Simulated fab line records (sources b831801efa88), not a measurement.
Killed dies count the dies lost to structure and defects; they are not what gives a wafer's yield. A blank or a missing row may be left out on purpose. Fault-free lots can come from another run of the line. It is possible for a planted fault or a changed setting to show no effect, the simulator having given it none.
The tool behind it: which one? :: flow sky130 :: 6 lots with 17 wafers sampled at 3 steps, on a route of 708 steps

## WHAT THE GAUGES READ, wafer by wafer
SKY_NWELL_RS_MEAS_29: measurement is done with a four-point probe.
lot: L427
measured: day 6 22:38
on: film-metro-03
NWELL_RS (ohm/sq): 620.5 621.2 620.1

lot: L432
measured: day 7 22:24
on: film-metro-04
NWELL_RS (ohm/sq): 623.4 625.0 623.3

lot: L434
measured: day 8 04:50
on: film-metro-02
NWELL_RS (ohm/sq): 623.1 624.9 625.7

lot: L438
measured: day 8 15:17
on: film-metro-03
NWELL_RS (ohm/sq): 622.6 622.7 621.9

lot: L442
measured: day 9 20:32
on: film-metro-03
NWELL_RS (ohm/sq): 625.6 625.4 627.3

lot: L444
measured: day 10 05:40
on: film-metro-03
NWELL_RS (ohm/sq): 617.3 617.7

## WHICH TOOL RAN EACH LOT (tool, then ch and the chambers of the sampled wafers, then the start)
lot: L427
SKY_FIELD_ISO_ETCH_15: rie-diel-04 ch 2,3, day 2 21:01
SKY_NWELL_IMPLANT_12: implanter-04 ch 0, day 6 01:59

lot: L432
SKY_FIELD_ISO_ETCH_15: rie-diel-02 ch 0,1, day 3 20:40
SKY_NWELL_IMPLANT_12: implanter-04 ch 0, day 7 00:53

lot: L434
SKY_FIELD_ISO_ETCH_15: rie-diel-04 ch 0,2,3, day 4 03:43
SKY_NWELL_IMPLANT_12: implanter-04 ch 0, day 7 07:47

lot: L438
SKY_FIELD_ISO_ETCH_15: rie-diel-04 ch 1,2,3, day 4 23:22
SKY_NWELL_IMPLANT_12: implanter-03 ch 0, day 7 18:17

lot: L442
SKY_FIELD_ISO_ETCH_15: rie-diel-04 ch 0,2,3, day 5 23:52
SKY_NWELL_IMPLANT_12: implanter-03 ch 0, day 8 21:59

lot: L444
SKY_FIELD_ISO_ETCH_15: rie-diel-04 ch 0,2, day 6 07:37
SKY_NWELL_IMPLANT_12: implanter-04 ch 0, day 9 06:49
- SKY_FIELD_ISO_ETCH_15: etches the open film in CHF3/O2, stops on Si, target depth 180 nm, time 72 s.
- SKY_NWELL_IMPLANT_12

## THE ANSWER, worked out from the rows above alone
Rule: what is usual is taken from the lots themselves. Put in order of their means at a reading, lots are off if they are a third of the lots or fewer, leave a main group of 4 or more, and stand apart from it by a gap of 3 or more times the standard deviation of the main group's means; of several such gaps the widest counts. The tables above print the reading to a certain number of digits; a main group whose means all agree to those digits is not used. Also off: a lot with no number at a reading for which 4 or more lots have one. The other lots that the step has rows for count as sound.
Across all readings shown, no lot is off: no conclusion can be drawn from this.

## WHAT WAS PUT IN BY THE SIMULATOR
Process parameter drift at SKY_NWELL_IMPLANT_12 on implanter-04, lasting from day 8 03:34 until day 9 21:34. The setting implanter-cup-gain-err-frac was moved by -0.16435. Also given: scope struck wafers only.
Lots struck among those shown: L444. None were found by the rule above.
